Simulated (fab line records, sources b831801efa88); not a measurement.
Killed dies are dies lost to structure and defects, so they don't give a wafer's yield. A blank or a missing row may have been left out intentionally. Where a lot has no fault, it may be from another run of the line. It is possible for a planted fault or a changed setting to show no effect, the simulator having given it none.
A single fault, viewed from 2 desks + flow gf180mcu + only its own numbers are on each desk; what lay behind them is given at the end

== AT THE TOOL OWNER'S DESK: pecvd-03 ==
The tool's own readings at GF_SAB_CVD_00 (deposits SiO2 from TEOS, target thk 50 nm, time 4.9302 s): means of the sampled wafers that have a number, for each lot that ran on this tool. Marked OUT: a lot whose mean sits more than 4 standard deviations from the usual mean, which makes it out of limits; the brackets give that distance.
Columns: A = heater power w at GF_SAB_CVD_00, usual 628 W; B = susceptor temp C at GF_SAB_CVD_00, usual 400.01 C
| lot  | first seen here | A   | B      |
|------|-----------------|-----|--------|
| L297 | day 14 16:26    | 607 | 400.16 |
| L296 | day 14 20:23    | 705 | 400.03 |
| L298 | day 15 02:57    | 652 | 400.19 |
| L299 | day 15 11:21    | 674 | 399.90 |
| L312 | day 19 22:06    | 674 | 400.32 |
| L313 | day 20 23:22    | 671 | 399.88 |
| L317 | day 22 00:07    | 625 | 400.20 |
| L316 | day 22 06:10    | 630 | 399.83 |
Finding of this desk: none of the 8 lots has anything out of limits.

== AT THE METROLOGY DESK ==
What the gauges read, lot by lot, whatever tool the lot ran on: means of the sampled wafers that have a number. Marked OUT: a lot whose mean sits more than 4 standard deviations from the usual mean, which makes it out of limits; the brackets give that distance.
Columns: A = HV_LDD_03_OVL at GF_HV_LDD_OVL_MEAS_47, usual 0.0 nm; B = HV_LDD_4_TW at GF_HV_LDD_TW_MEAS_50, usual 561; C = SAB_CVD_00_THK at GF_SAB_THK_MEAS_01, usual 49.9 nm
| lot  | first seen here | A    | B   | C               |
|------|-----------------|------|-----|-----------------|
| L297 | day 12 19:47    | 0.3  | 555 | 50.7            |
| L296 | day 12 23:01    | 1.2  | 555 | 49.3            |
| L298 | day 13 06:07    | -3.5 | 550 | 52.5 (+4.1) OUT |
| L299 | day 13 13:26    | 0.1  | 577 | 53.3 (+5.2) OUT |
| L300 | day 13 14:07    | 0.5  | 576 | 50.6            |
| L310 | day 17 02:55    | 0.4  | 554 | 49.4            |
| L311 | day 17 12:56    | -1.0 | 553 | 50.1            |
| L312 | day 17 19:22    | -0.5 | 581 | 49.5            |
| L313 | day 18 19:44    | -0.4 | 579 | 49.5            |
| L314 | day 19 05:19    | 0.2  | 553 | 50.2            |
| L317 | day 19 19:58    | 1.9  | 550 | 49.6            |
| L316 | day 20 01:49    | 0.9  | 563 | 49.5            |
| L318 | day 20 12:15    | 0.0  | 562 | 50.1            |
| L319 | day 20 17:12    | 1.7  | 553 | 50.0            |
This desk's finding: out of limits on L298, L299; first on L298, day 15 02:58 (SAB_CVD_00_THK at GF_SAB_THK_MEAS_01). L297, L296, L300, L310, L311, L312, L313, L314, L317, L316, L318, L319: within limits.

== ALL TOGETHER ==
An alarm was possible from the metrology desk at day 15 02:58, on L298, L299.
The tool owner's desk saw nothing out of limits.
Tool owner's desk: L298, L299 on record, inside its limits.
On pecvd-03, each named lot ran GF_SAB_CVD_00.

== WHAT THE SIMULATOR HAD INSERTED ==
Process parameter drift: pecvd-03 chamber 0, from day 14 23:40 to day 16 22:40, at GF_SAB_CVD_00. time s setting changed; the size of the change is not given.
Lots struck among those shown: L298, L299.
Hours from the fault's start to each desk's first reading out of limits: the metrology desk, 3.
